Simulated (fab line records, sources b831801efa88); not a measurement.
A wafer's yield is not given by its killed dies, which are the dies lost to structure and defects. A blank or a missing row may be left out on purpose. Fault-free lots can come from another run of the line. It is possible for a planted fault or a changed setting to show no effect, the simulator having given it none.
A single fault, viewed from 2 desks / flow sky130 / each desk holds nothing but its own numbers, with what lay behind them at the end

## METROLOGY DESK
What the gauges read, lot by lot, whatever tool the lot ran on: means of the sampled wafers that have a number. If a lot's mean is further than 4 standard deviations from the usual mean, the lot is out of limits and carries the mark OUT (the distance appears in the brackets).
Columns: A = LDD_N_TW at SKY_LDD_N_TW_MEAS_17, usual 2596; B = LDD_LDN_TW at SKY_LDD_LDN_TW_MEAS_13, usual 1488
lot=L536; first seen here=day 17 13:02; A=2621; B=1505
lot=L540; first seen here=day 19 03:58; A=2580; B=1472
lot=L541; first seen here=day 19 22:52; A=2583; B=1472
lot=L542; first seen here=day 20 01:19; A=2617; B=1476
lot=L544; first seen here=day 21 11:17; A=2586; B=1476
lot=L547; first seen here=day 22 02:43; A=2573; B=1489
lot=L549; first seen here=day 22 14:07; A=2633; B=1519
lot=L550; first seen here=day 22 21:37; A=2633; B=1505
lot=L553; first seen here=day 23 22:55; A=2581; B=1474
lot=L555; first seen here=day 24 16:26; A=2636; B=1483
lot=L557; first seen here=day 25 04:05; A=2626; B=1479
lot=L558; first seen here=day 25 10:50; A=2579; B=1476
lot=L559; first seen here=day 26 00:08; A=2572; B=1477
This desk found nothing out of limits on any of the 13 lots.

## THE TOOL OWNER'S DESK: implanter-02
The tool's own readings at SKY_LDD_LDN_IMPLANT_11: means of the sampled wafers that have a number, for each lot that ran on this tool. If a lot's mean is further than 4 standard deviations from the usual mean, the lot is out of limits and carries the mark OUT (the distance appears in the brackets).
Columns: A = dose ions cm2 at SKY_LDD_LDN_IMPLANT_11, usual 1.2499e+13; B = faraday current uA at SKY_LDD_LDN_IMPLANT_11, usual 70.5
lot=L536; first seen here=day 22 15:39; A=1.2502e+13; B=70.3
lot=L547; first seen here=day 27 02:28; A=1.3922e+13 (+99 or more) OUT; B=77.5 (+5.0) OUT
lot=L549; first seen here=day 27 12:07; A=1.3901e+13 (+99 or more) OUT; B=78.4 (+5.6) OUT
lot=L557; first seen here=day 29 22:24; A=1.2502e+13; B=69.8
This desk's finding: out of limits on L547, L549; first on L547, day 27 02:28 (dose ions cm2 at SKY_LDD_LDN_IMPLANT_11). In limits: L536, L557.

## BROUGHT TOGETHER
The tool owner's desk had the chance to raise an alarm at day 27 02:28 on L547, L549.
At the metrology desk, nothing out of limits was observed.
The metrology desk holds a record of L547, L549, inside its limits.
SKY_LDD_LDN_IMPLANT_11 was run on implanter-02 by each of the lots named.

## WHAT THE SIMULATOR HAD PUT IN
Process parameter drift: implanter-02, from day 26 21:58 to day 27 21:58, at SKY_LDD_LDN_IMPLANT_11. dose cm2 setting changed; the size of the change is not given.
Struck lots among those shown: L547, L549.
Delay in hours, fault start to first out-of-limits reading, by desk: the tool owner's desk at 4.
